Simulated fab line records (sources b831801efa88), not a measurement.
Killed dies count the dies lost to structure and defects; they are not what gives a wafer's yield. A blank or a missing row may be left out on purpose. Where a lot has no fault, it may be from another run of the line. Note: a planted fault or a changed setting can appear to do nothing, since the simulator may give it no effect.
A struck lot beside a sound one || flow gf180mcu || 32 out of 602 route steps
Sound: these wafers, L500.1, L500.3, L500.5. Wafers L518.3, L518.5, L518.6 were the ones struck. At the end, the cause is stated.
Order at every step that has rows: each side's tool, ch and its chambers, its first start. Under that, the readings that differ: sound wafers || struck wafers || difference of the means || sigmas: that difference in standard deviations of wafers without a fault.
alike: words and numbers the same on both sides, and readings whose means are apart by under 2 such deviations; not compared: readings that were withheld, readings missing a value for some wafer, numbers with overlapping values and no deviation given by the record, and bounds like >300 which may hide the same value.
Wherever a step has rows on one side only, a row that says differs or no value, or a row with sigmas, the two part there. Numbers that don't overlap but have no deviation are shown without sigmas and don't part them. Lack of a reading on every wafer of one side parts them only where that side has two or more wafers.

GF_HV_LDD_TW_MEAS_23:
  sound: film metro-01 at day 10 19:32; struck: film metro-02 at day 16 07:36
{"reading": "HV_LDD_2_TW", "sound": "1045 1044 1041", "struck": "1063 1072 1068", "difference": "+24", "sigmas": "+3"}
then, 7 steps without rows for these wafers: GF_HV_LDD_DEHYDRATE_24 (time 60 s); GF_HV_LDD_HMDS_25 (prime time 60 s); GF_HV_LDD_COAT_26 (resist thk 1000 nm); GF_HV_LDD_SOFTBAKE_27 (time 60 s); GF_HV_LDD_EXPOSE_28 (exposes mask Nplus HV AREA, target cd 400 nm); GF_HV_LDD_PEB_29; GF_HV_LDD_DEVELOP_30 (develop time 60 s).
GF_HV_LDD_CD_MEAS_31: target cd 400 nm.
  sound: cd sem-01 at day 11 13:35; struck: cd sem-02 at day 17 06:07
  alike: cd nm
GF_HV_LDD_OVL_MEAS_32:
  sound: overlay-01 at day 11 13:42; struck: overlay-02 at day 17 06:13
  alike: HV_LDD_02_OVL
then, 2 steps without rows for these wafers: GF_HV_LDD_IMPLANT_33; GF_HV_LDD_IMPLANT_34.
GF_HV_LDD_IMPLANT_35:
  sound on implanter-04 ch 0, day 11 14:02; struck on implanter-03 ch 0, day 17 06:35
{"reading": "tilt deg (degrees)", "sound": "29.979 30.011 29.986", "struck": "0.002 0.002 0.007", "difference": -29.988, "sigmas": "-99 or more"}
  alike: dose ions cm2
next, for these wafers, 1 step has no rows: GF_HV_LDD_IMPLANT_36.
GF_HV_LDD_STRIP_37: strips in O2/N2.
  sound on plasma asher-03 ch 0,1, day 11 14:20; struck on plasma asher-03 ch 0,1, day 17 06:52
  alike: drypump motor current A, heater power w, oes product au, strip time to endpoint s
  not compared: rf hours counter h
GF_HV_LDD_TW_MEAS_38:
  sound: film metro-01 at day 11 14:26; struck: film metro-02 at day 17 06:57
  alike: HV_LDD_3_TW
then, 7 steps without rows for these wafers: GF_HV_LDD_DEHYDRATE_39 (time 60 s); GF_HV_LDD_HMDS_40 (prime time 60 s); GF_HV_LDD_COAT_41 (resist thk 1000 nm); GF_HV_LDD_SOFTBAKE_42 (time 60 s); GF_HV_LDD_EXPOSE_43 (exposes mask Pplus HV AREA, target cd 400 nm); GF_HV_LDD_PEB_44; GF_HV_LDD_DEVELOP_45 (develop time 60 s).
GF_HV_LDD_CD_MEAS_46: target cd 400 nm.
  sound: cd sem-02 at day 12 08:29; struck: cd sem-01 at day 18 06:40
  alike: cd nm
GF_HV_LDD_OVL_MEAS_47:
  sound: overlay-01 at day 12 08:36; struck: overlay-01 at day 18 06:45
  alike: HV_LDD_03_OVL
next, for these wafers, 1 step has no rows: GF_HV_LDD_IMPLANT_48.
GF_HV_LDD_STRIP_49: strips in O2/N2.
  sound on plasma asher-03 ch 1, day 12 08:47; struck on plasma asher-02 ch 0,1, day 18 06:58
  alike: drypump motor current A, heater power w, oes product au, strip time to endpoint s
  not compared: rf hours counter h
GF_HV_LDD_TW_MEAS_50:
  sound: film metro-02 at day 12 08:53; struck: film metro-04 at day 18 07:02
  alike: HV_LDD_4_TW
then, 1 step without rows for these wafers: GF_HV_LDD_CLEAN_51 (cleans in SC1/SC2, time 150 s).
GF_HV_LDD_RTA_52: time 10 s.
  sound on rtp anneal-02 ch 0, day 12 09:00; struck on rtp anneal-01 ch 0, day 18 07:10
{"reading": "lamp power pct (%)", "sound": "29 29 29", "struck": "36 36 36", "difference": "+7", "sigmas": "+2"}
  alike: anneal temp c max, wafer_temp_C_max
GF_HV_LDD_RS_MEAS_53: measurement is done with a four-point probe.
  sound: film metro-01 at day 12 09:04; struck: film metro-02 at day 18 07:14
{"reading": "HV_LDD_RS (ohm/sq)", "sound": "418.8 417.9 418.6", "struck": "374.6 373.6 375.0", "difference": -44.0, "sigmas": -51}
then, 1 step without rows for these wafers: GF_HV_LDD_CVD_54 (deposits SiO2 from TEOS, target thk 10 nm, time 75 s).

WHERE THEY PART
Earliest at GF_HV_LDD_TW_MEAS_23; latest, in this record, at GF_HV_LDD_RS_MEAS_53.

WHY: what the simulator had put in
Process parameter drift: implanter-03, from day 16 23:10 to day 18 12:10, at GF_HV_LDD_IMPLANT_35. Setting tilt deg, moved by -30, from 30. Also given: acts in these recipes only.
